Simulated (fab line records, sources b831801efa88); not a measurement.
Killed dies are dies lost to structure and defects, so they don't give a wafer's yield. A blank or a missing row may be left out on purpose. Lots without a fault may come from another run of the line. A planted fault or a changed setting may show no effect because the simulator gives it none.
One fault seen from 2 desks | flow sky130 | each desk has only its own numbers; what lay behind them comes last

THE TOOL OWNER'S DESK: implanter-02
The tool's own readings at SKY_LDD_P_IMPLANT_09: means of the sampled wafers that have a number, for each lot that ran on this tool. A lot is out of limits, marked OUT, if its mean lies more than 4 standard deviations from the usual mean; the brackets give that distance.
Columns: A = beam_energy_keV at SKY_LDD_P_IMPLANT_09, usual 24.998
lot  | first seen here | A
L493 | day 18 19:02    | 24.994
L497 | day 20 19:37    | 24.995
L499 | day 21 03:13    | 24.991
L505 | day 23 14:41    | 24.986
L506 | day 23 23:43    | 24.988
L516 | day 27 08:23    | 25.006
This desk's finding: nothing out of limits on any of the 6 lots.

THE METROLOGY DESK
What the gauges read, lot by lot, whatever tool the lot ran on: means of the sampled wafers that have a number. A lot is out of limits, marked OUT, if its mean lies more than 4 standard deviations from the usual mean; the brackets give that distance.
Columns: A = SONOS_ONO_OVL at SKY_SONOS_ONO_OVL_MEAS_14, usual -0.5 nm; B = cd_nm at SKY_LDD_P_CD_MEAS_07, usual 380.1 nm; C = LDD_P_TW at SKY_LDD_P_TW_MEAS_11, usual 636; D = LDD_LDN_OVL at SKY_LDD_LDN_OVL_MEAS_07, usual 0.5 nm
lot  | first seen here | A    | B     | C   | D
L493 | day 12 12:40    | -0.2 | 379.2 | 632 | 3.0
L494 | day 12 22:40    | -2.2 | 384.0 | 642 | -0.2
L495 | day 13 06:53    | -3.3 | 378.2 | 635 | -0.7
L496 | day 13 12:48    | -0.7 | 382.5 | 637 | 0.5
L497 | day 14 00:42    | 0.8  | 376.3 | 638 | 1.6
L498 | day 14 08:42    | 0.4  | 382.7 | 640 | 0.9
L499 | day 14 14:56    | -2.3 | 380.0 | 638 | 1.5
L504 | day 16 09:41    | -1.1 | 378.3 | 635 | 2.6
L505 | day 16 15:03    | -0.8 | 377.5 | 620 | 1.1
L506 | day 17 02:54    | -0.1 | 379.4 | 619 | -1.5
L511 | day 18 21:05    | 1.6  | 377.1 | 629 | -0.7
L514 | day 19 20:08    | 0.0  | 377.1 | 635 | 0.1
L515 | day 20 03:51    | 0.6  | 379.1 | 633 | 0.6
L516 | day 20 13:37    | -0.5 | 377.9 | 629 | 0.2
This desk's finding: nothing out of limits on any of the 14 lots.

PUT TOGETHER
The tool owner's desk saw nothing out of limits.
The metrology desk saw nothing out of limits.

WHAT THE SIMULATOR HAD PUT IN
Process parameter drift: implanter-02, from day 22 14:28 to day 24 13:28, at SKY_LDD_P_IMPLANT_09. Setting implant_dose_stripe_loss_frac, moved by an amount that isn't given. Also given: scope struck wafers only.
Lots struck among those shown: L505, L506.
